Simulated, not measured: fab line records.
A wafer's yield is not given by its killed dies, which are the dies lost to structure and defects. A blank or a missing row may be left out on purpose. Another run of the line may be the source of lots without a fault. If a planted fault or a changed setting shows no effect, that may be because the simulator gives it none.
Which tool did it?    flow sky130    10 lots (30 wafers sampled), 1 step of a 708-step route

WHAT THE GAUGES SHOWED, per wafer
SKY_GATE_OXIDE_TW_MEAS_14.
lot   measured      on             GATE_OXIDE_TW
L377  day 14 08:08  film_metro-04  224.3 224.8 224.8
L376  day 14 08:43  film_metro-01  222.9 221.7 222.5
L378  day 14 13:03  film_metro-02  226.9 226.8 226.8
L379  day 14 14:28  film_metro-01  222.8 223.2 223.6
L380  day 14 20:22  film_metro-02  226.5 225.4 226.9
L381  day 15 08:47  film_metro-01  223.3 223.8 223.6
L382  day 15 22:35  film_metro-04  225.1 225.0 223.1
L383  day 16 10:19  film_metro-04  225.9 224.6 225.2
L384  day 16 23:56  film_metro-02  225.4 225.1 226.2
L385  day 17 12:36  film_metro-02  224.9 225.7 226.1

WHAT TOOL EACH LOT RAN ON (gives the tool, then ch and the chambers of the sampled wafers, and finally the start)
The record holds no process step before these readings.

THE ANSWER, worked out from the rows above alone
Rule: the lots themselves supply what counts as usual. The widest of any qualifying gaps counts: lots, ordered by their means at a reading, are off when they make up no more than a third of the lots, leave a main group of 4 or more, and stand apart from it by 3 or more times the standard deviation of that group's means. Not used: any main group whose means are identical at the precision the tables above print for the reading. Also off: a lot with no number at a reading for which 4 or more lots have one. Any other lot the step has rows for is counted as sound.
No lot is off on any of the readings shown, so nothing can be concluded from this.

WHAT HAD BEEN PUT IN BY THE SIMULATOR
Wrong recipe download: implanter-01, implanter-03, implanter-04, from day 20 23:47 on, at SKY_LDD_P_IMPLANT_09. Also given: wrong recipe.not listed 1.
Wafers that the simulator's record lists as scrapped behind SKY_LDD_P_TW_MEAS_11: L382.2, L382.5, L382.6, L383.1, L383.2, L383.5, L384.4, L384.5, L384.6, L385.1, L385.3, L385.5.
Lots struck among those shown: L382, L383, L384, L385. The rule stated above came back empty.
